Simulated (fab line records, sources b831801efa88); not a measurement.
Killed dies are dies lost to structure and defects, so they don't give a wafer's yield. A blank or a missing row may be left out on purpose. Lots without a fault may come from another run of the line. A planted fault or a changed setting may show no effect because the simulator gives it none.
fab line records | flow sky130
record lots=11 wafers=31 last_day=50
route steps=708 shown POLY_GATE@218 RES_XHIGH@360 METAL2@502 PAD_OPEN@708
lots that met no fault: from a run of the same line without faults
start_h: hours from the record's first day to the start of the lot's first wafer shown | wait_h: hours since the lot's step before | " the same as in the row above | L1.1+2: a row that stands for several wafers | - no value, or no start given | * or withheld: withheld | < > ~ a bound
route shown NAME@n: a module of which the file shows steps, and the number in the route of the first | usual: mean/standard deviation of fault-free wafers | same: alike in all rows | chamber/n: place in a boat | sites: the reading at each site | _std_site: their standard deviation | _edge_site: outer sites' mean less inner sites' | radius_mm: how far each site lies from the wafer's centre | mask NAME#n: copy n | behind: the tool/chamber that last shaped the wafer | hold: why the lot was held/for how many hours/how that ended | device: the transistor (n, p or np) that didn't switch | end of line: the same wafers' tests at the end of the route | a step without rows: its recipe alone | killed: dies lost to structure and defects at the first sort, not the wafer's yield | map: a wafer's dies, x killed, . not, _ none there
set.NAME: the setting as run; set.NAME@STEP: as run at that earlier step | model.NAME: the simulator's own value behind a step, which no gauge read
steps of the route over a sample of lots; a table a step, a row a wafer
services: from which hour (start_h, from the record's first day; less than 0 if before it) a tool's chamber was out of use, for how many hours, and why
## steps
# step SKY_POLY_GATE_THK_MEAS_04
# recipe reads=Si3N4_of_POLY_GATE_CVD_03
# usual POLY_GATE_CVD_03_THK=75.4/0.64
# columns lot.wafer tool chamber start_h wait_h POLY_GATE_CVD_03_THK[nm]
L708.1 film_metro-02 - 372.99 0.0 75.8
L708.3 " - " " 75.9
L708.6 " - " " 75.4
L710.1 film_metro-02 - 398.82 0.0 75.2
L710.4 " - " " 75.0
L710.5 " - " " 75.6
L711.2 film_metro-01 - 398.83 0.0 75.2
L711.5 " - " " 75.0
L711.6 " - " " 75.2
L715.1 film_metro-03 - 434.47 0.0 76.0
L715.3 " - " " 75.5
L715.6 " - " " 76.0
L721.1 film_metro-02 - 456.28 0.0 76.4
L721.2 " - " " 76.7
L721.3 " - " " 76.3
L720.2 film_metro-01 - 462.97 0.0 76.1
L720.4 " - " " 76.2
L723.3 film_metro-02 - 479.99 0.0 74.3
L723.5 " - " " 74.2
L726.1 film_metro-01 - 506.63 0.0 75.3
L726.4 " - " " 75.7
L726.5 " - " " 74.9
L729.1 film_metro-03 - 528.04 0.0 74.8
L729.3 " - " " 74.5
L729.5 " - " " 75.1
L730.1 film_metro-01 - 534.88 0.0 74.1
L730.2 " - " " 74.4
L730.6 " - " " 74.5
L731.1 film_metro-02 - 540.27 0.0 76.3
L731.2 " - " " 76.0
L731.6 " - " " 76.4
# step SKY_POLY_GATE_ETCH_17
# recipe target_depth_nm=180 stop_on=SiO2 over_etch_frac=0.56667 chemistry=HBr/Cl2 target=poly-Si icp_w=400 bias_w=100 pressure_mtorr=10 HBr_flow_sccm=150 Cl2_flow_sccm=50 time_s=70.5
# usual HBr_flow_sccm=150.0/0.39 drypump_motor_current_A=5.7/0.59 oes_product_au=0.981/0.008 over_etch_frac=0.56667/0 throttle_valve_pct=33.683/0.0095
# columns lot.wafer tool chamber start_h wait_h HBr_flow_sccm drypump_motor_current_A oes_product_au over_etch_frac rf_hours_counter_h throttle_valve_pct
L708.1 rie_si-02 2 402.54 0.0 150.9 5.1 0.983 0.56667 77 33.684
L708.3 " 1 " " 149.7 6.2 0.988 0.56667 38 33.701
L708.6 " 1 " " 149.9 6.3 0.988 0.56667 - 33.678
L710.1 rie_si-02 3 427.59 0.0 150.0 5.8 0.982 0.56667 5 33.684
L710.4 " 1 " " 150.3 6.2 0.967 0.56667 38 33.683
L710.5 " 2 " " 150.4 5.1 0.974 0.56667 - 33.693
L711.2 rie_si-01 2 427.94 0.0 150.3 6.7 0.991 0.56667 2 33.684
L711.5 " 0 " " 150.1 5.9 0.981 0.56667 - 33.682
L711.6 " 3 " " 150.2 5.5 0.978 0.56667 - 33.698
L715.1 rie_si-02 2 464.98 0.0 150.4 5.1 0.993 0.56667 0 33.697
L715.3 " 1 " " 150.0 6.2 0.991 0.56667 38 33.685
L715.6 " 1 " " 149.9 6.2 0.986 0.56667 - 33.695
L721.1 rie_si-02 1 486.48 0.0 150.3 6.2 0.992 0.56667 38 33.696
L721.2 " 2 " " 149.6 5.0 0.993 0.56667 0 33.685
L721.3 " 3 " " 149.8 5.8 0.975 0.56667 6 33.686
L720.2 rie_si-01 2 493.94 0.0 150.2 6.7 0.972 0.56667 3 33.679
L720.4 " 0 " " 150.6 6.0 0.991 0.56667 3 33.687
L723.3 rie_si-02 1 510.89 0.0 149.7 6.2 0.985 0.56667 38 33.707
L723.5 " 2 " " 150.3 5.1 0.988 0.56667 - 33.683
L726.1 rie_si-02 1 536.99 0.0 149.8 6.2 0.993 0.56667 39 33.680
L726.4 " 3 " " 150.4 5.8 0.989 0.56667 6 33.675
L726.5 " 3 " " 150.4 5.8 0.988 0.56667 - 33.684
L729.1 rie_si-01 2 558.43 0.0 150.2 6.7 0.980 0.56667 3 33.685
L729.3 " 1 " " 149.4 4.9 0.966 0.56667 1 33.678
L729.5 " 0 " " 149.1 6.0 0.978 0.56667 - 33.678
L730.1 rie_si-02 1 565.28 0.0 150.1 6.2 0.979 0.56667 39 33.677
L730.2 " 2 " " 150.0 5.0 0.974 0.56667 1 33.675
L730.6 " 0 " " 150.0 5.5 0.977 0.56667 - 33.659
L731.1 rie_si-01 3 570.19 0.0 149.8 5.5 0.967 0.56667 4 33.682
L731.2 " 0 " " 149.6 6.0 0.974 0.56667 3 33.683
L731.6 " 0 " " 150.3 6.0 0.976 0.56667 - 33.694
# step SKY_SD_N_RS_MEAS_18
# recipe thk_meas_gauge=four-point-probe
# usual RES_XHIGH_RS=333.0/1.5
# columns lot.wafer tool chamber start_h wait_h RES_XHIGH_RS[ohm/sq]
L708.1 film_metro-02 - 677.37 0.1 334.3
L708.3 " - " " 334.5
L708.6 " - " " 334.2
L711.2 film_metro-03 - 704.16 0.1 333.8
L711.5 " - " " 333.2
L711.6 " - " " 334.5
L710.1 film_metro-02 - 704.44 0.1 334.2
L710.4 " - " " 334.0
L710.5 " - " " 333.6
L715.1 film_metro-02 - 733.61 0.1 334.3
L715.3 " - " " 334.3
L715.6 " - " " 334.8
L721.1 film_metro-01 - 775.37 0.1 334.9
L721.2 " - " " 333.5
L721.3 " - " " 333.8
L723.3 film_metro-01 - 777.17 0.1 330.1
L723.5 " - " " 330.4
L720.2 film_metro-02 - 778.16 0.1 330.4
L720.4 " - " " 330.2
L726.1 film_metro-03 - 795.87 0.1 334.3
L726.4 " - " " 333.9
L726.5 " - " " 334.3
L729.1 film_metro-01 - 818.93 0.1 332.2
L729.3 " - " " 332.9
L729.5 " - " " 333.2
L730.1 film_metro-03 - 823.93 0.1 334.1
L730.2 " - " " 334.7
L730.6 " - " " 333.6
L731.1 film_metro-02 - 826.59 0.1 333.4
L731.2 " - " " 331.8
L731.6 " - " " 332.5
# step SKY_METAL2_METAL_ETCH_19
# recipe target_depth_a=3600 stop_on=SiO2 over_etch_frac=0.3 time_s=78 chemistry=Cl2/BCl3 resist_sidewall_deg=88 pressure_mtorr=10 icp_w=900 bias_w=48.5 Cl2_flow_sccm=60 bcl3_flow_sccm=30
# usual drypump_motor_current_A=5.87/0.16 oes_product_au=0.854/0.0055 over_etch_frac=0.3/0 throttle_valve_pct=22.264/0.0086
# columns lot.wafer tool chamber start_h wait_h drypump_motor_current_A oes_product_au over_etch_frac rf_hours_counter_h throttle_valve_pct
L708.1 rie_metal-01 0 847.95 0.1 5.97 0.855 0.3 9 22.270
L708.3 " 0 " " 5.98 0.857 0.3 - 22.268
L708.6 " 0 " " 6.00 0.850 0.3 - 22.260
L711.2 rie_metal-02 1 870.34 0.0 5.68 0.850 0.3 18 22.264
L711.5 " 1 " " 5.66 0.856 0.3 - 22.272
L711.6 " 0 " " 6.14 0.852 0.3 - 22.270
L710.1 rie_metal-04 1 871.88 0.0 5.77 0.856 0.3 3 22.264
L710.4 " 1 " " 5.77 0.858 0.3 - 22.257
L710.5 " 0 " " 5.74 0.865 0.3 - 22.262
L715.1 rie_metal-02 0 902.16 0.0 6.13 0.855 0.3 19 22.266
L715.3 " 1 " " 5.62 0.850 0.3 - 22.266
L715.6 " 1 " " 5.66 0.840 0.3 - 22.263
L721.1 rie_metal-02 1 936.90 0.0 5.68 0.856 0.3 2 22.272
L721.2 " 0 " " 6.15 0.869 0.25886 0 22.256
L721.3 " 1 " " 5.63 0.883 0.25886 - 22.266
L723.3 rie_metal-02 0 938.18 0.1 6.13 0.872 0.25886 - 22.262
L723.5 " 0 " " 6.14 0.857 0.3 - 22.267
L720.2 rie_metal-02 1 940.00 0.0 5.68 0.877 0.25886 2 22.269
L720.4 " 0 " " 6.14 0.845 0.3 - 22.263
L726.1 rie_metal-01 0 957.70 0.0 6.00 0.859 0.3 16 22.256
L726.4 " 1 " " 5.95 0.853 0.3 - 22.259
L726.5 " 0 " " 5.98 0.851 0.3 - 22.262
L729.1 rie_metal-04 1 976.70 0.0 5.79 0.853 0.3 7 22.263
L729.3 " 1 " " 5.78 0.848 0.3 - 22.273
L729.5 " 0 " " 5.75 0.855 0.3 - 22.263
L730.1 rie_metal-01 1 982.35 0.0 5.97 0.855 0.3 6 22.265
L730.2 " 0 " " 6.01 0.861 0.3 17 22.271
L730.6 " 1 " " 5.96 0.844 0.3 - 22.261
L731.1 rie_metal-01 0 985.85 0.0 6.04 0.849 0.3 17 22.265
L731.2 " 1 " " 5.95 0.852 0.3 6 22.247
L731.6 " 0 " " 6.00 0.851 0.3 - 22.268
# step SKY_METAL2_STRIP_20
# recipe chemistry=O2/N2 power_w=1400 pressure_mtorr=1500 platen_temp_c=withheld o2_flow_sccm=3000 n2_flow_sccm=300 overash_fraction=0.5
# usual drypump_motor_current_A=5.7/0.42 oes_product_au=0.345/0.0048 strip_time_to_endpoint_s=2.73/0.034
# columns lot.wafer tool chamber start_h wait_h drypump_motor_current_A oes_product_au rf_hours_counter_h strip_time_to_endpoint_s
L708.1 plasma_asher-01 0 848.13 0.1 5.2 0.343 41 2.75
L708.3 " 0 " " 5.2 0.343 - 2.73
L708.6 " 0 " " 5.2 0.341 - 2.73
L711.2 plasma_asher-01 0 870.43 0.1 5.3 0.342 44 2.78
L711.5 " 0 " " 5.3 0.345 - 2.77
L711.6 " 1 " " 6.2 0.347 - 2.75
L710.1 plasma_asher-01 1 871.97 0.1 6.2 0.345 44 2.73
L710.4 " 1 " " 6.3 0.346 - 2.72
L710.5 " 0 " " 5.2 0.344 - 2.77
L715.1 plasma_asher-03 1 902.25 0.1 5.6 0.345 108 2.75
L715.3 " 0 " " 6.1 0.353 - 2.78
L715.6 " 0 " " 6.2 0.346 - 2.78
L721.1 plasma_asher-03 0 936.99 0.1 6.2 0.349 111 2.77
L721.2 " 1 " " 5.6 0.353 111 2.85
L721.3 " 0 " " 6.1 0.348 - 2.85
L723.3 plasma_asher-04 1 938.27 0.1 6.0 0.347 - 2.84
L723.5 " 0 " " 5.2 0.352 - 2.76
L720.2 plasma_asher-03 0 940.09 0.1 6.1 0.349 111 2.80
L720.4 " 1 " " 5.6 0.343 - 2.73
L726.1 plasma_asher-04 0 957.79 0.1 5.2 0.348 23 2.71
L726.4 " 0 " " 5.2 0.342 - 2.66
L726.5 " 0 " " 5.2 0.351 - 2.72
L729.1 plasma_asher-03 1 976.79 0.1 5.6 0.345 115 2.69
L729.3 " 1 " " 5.6 0.341 - 2.71
L729.5 " 0 " " 6.2 0.352 - 2.74
L730.1 plasma_asher-04 0 982.44 0.1 5.2 0.342 25 2.70
L730.2 " 1 " " 6.0 0.344 25 2.71
L730.6 " 0 " " 5.2 0.335 - 2.65
L731.1 plasma_asher-01 0 985.94 0.1 5.3 0.341 55 2.72
L731.2 " 1 " " 6.2 0.347 55 2.72
L731.6 " 1 " " 6.2 0.339 - 2.70
# step SKY_PAD_OPEN_PROBE_99
# usual defect_limited_yield=82.3/1.8 killed_at_M0_to_M3=44/6.9 killed_at_M4_up=3.3/1.7 killed_at_contacts=24/5.5 killed_at_front_end=16/4.5 killed_at_other=0.2/0.46 killed_dies=87/9.1 killed_open=48/7.3 killed_short=39/6.2 sort_bin_3_pad_short=0.9/0.4 sort_bin_5_function=10.4/1.5 sort_bin_6_memory=6.4/1.2 sort_n_pass=405/9.1 sort_yield_pct=82.3/1.8
# same gross_dies=492 killed_at_back_side=0 sort_bin_4_leakage[%]=0 sort_bin_8_speed[%]=0
# columns lot.wafer tool chamber start_h wait_h defect_limited_yield[%] killed_at_M0_to_M3 killed_at_M4_up killed_at_contacts killed_at_front_end killed_at_other killed_dies killed_open killed_short sort_bin_3_pad_short[%] sort_bin_5_function[%] sort_bin_6_memory[%] sort_n_pass sort_yield_pct[%]
L721.1 prober-01 - 1163.22 0.1 79.9 48 2 23 26 0 99 57 42 0.4 11.4 8.3 393 79.9
L721.2 prober-01 - 1163.27 0.1 84.1 36 8 20 14 0 78 43 35 0.8 7.7 7.3 414 84.1
L721.3 prober-01 - 1163.32 0.2 82.3 49 2 19 17 0 87 54 33 0.6 11.0 6.1 405 82.3
# killed by level:class
L721.1 VIA1:geometric_particle:open=13 POLY_GATE:geometric_particle:short=9 CONTACT:geometric_particle:open=8 FIELD_ISO:geometric_particle:open=7 VIA2:geometric_particle:open=7 CONTACT:geometric_particle:short=6 METAL3:geometric_particle:short=6 VIA1:geometric_particle:short=5
L721.2 VIA1:geometric_particle:open=11 LI_CONTACT:geometric_particle:open=8 CONTACT:geometric_particle:open=8 POLY_GATE:geometric_particle:short=5 FIELD_ISO:geometric_particle:short=4 FIELD_ISO:geometric_particle:open=4 VIA3:geometric_particle:open=4 METAL2:geometric_particle:short=4
L721.3 VIA2:geometric_particle:open=11 VIA1:geometric_particle:open=10 VIA3:geometric_particle:open=9 POLY_GATE:geometric_particle:short=7 VIA3:geometric_particle:short=6 FIELD_ISO:geometric_particle:open=5 CONTACT:geometric_particle:open=5 LI_CONTACT:geometric_particle:open=4
## services
# columns tool chamber start_h hours kind
plasma_asher-01 - 421.25 9.0 pm
rie_metal-02 1 427.94 3.4 repair
rie_si-02 - 433.20 28.1 pm
plasma_asher-01 - 477.49 2.8 pm
rie_si-02 - 479.51 0.4 repair
rie_si-02 - 505.51 0.5 repair
plasma_asher-01 - 510.01 28.1 pm
rie_si-02 3 510.88 14.4 repair
rie_metal-02 - 513.47 14.6 pm
rie_si-01 1 546.19 3.5 repair
rie_si-02 3 547.36 6.2 repair
rie_metal-02 - 580.76 0.9 repair
plasma_asher-03 - 598.28 5.3 repair
rie_metal-02 0 627.29 2.6 repair
rie_si-02 3 655.10 8.0 repair
plasma_asher-03 - 732.74 14.6 pm
rie_si-01 2 738.17 2.3 repair
rie_si-02 - 765.25 0.8 repair
rie_metal-01 1 811.51 9.1 repair
plasma_asher-03 - 812.74 8.1 repair
rie_metal-02 - 826.27 0.3 repair
rie_metal-01 1 838.27 71.5 repair
rie_metal-02 0 899.43 2.2 repair
rie_metal-02 - 959.38 1.4 pm
## key
first_sign step=SKY_METAL2_METAL_ETCH_19 reading=over_etch_frac direction=down sigmas=99+ usual=0.3 struck=0.25886
effect step=SKY_METAL2_METAL_ETCH_19 reading=oes_product_au direction=up sigmas=3.9 usual=0.854 struck=0.875
effect step=SKY_METAL2_STRIP_20 reading=strip_time_to_endpoint_s direction=up sigmas=2.9 usual=* struck=*
met_at SKY_METAL2_METAL_ETCH_19
struck_lots L720,L721,L723
struck_wafers L720.2,L721.2,L721.3,L723.3
not_acting_at SKY_POLY_GATE_THK_MEAS_04,SKY_POLY_GATE_ETCH_17,SKY_SD_N_RS_MEAS_18
onset_between 902.16 936.90
fault kind=process_parameter_drift tool=rie_metal-02 chamber=- onset_h=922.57 steps=SKY_METAL2_METAL_ETCH_19 channel=over_etch_frac offset=-0.041145 shape=step end_h=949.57 scope=struck_wafers_only acts_in=these_recipes_only stated=0.3
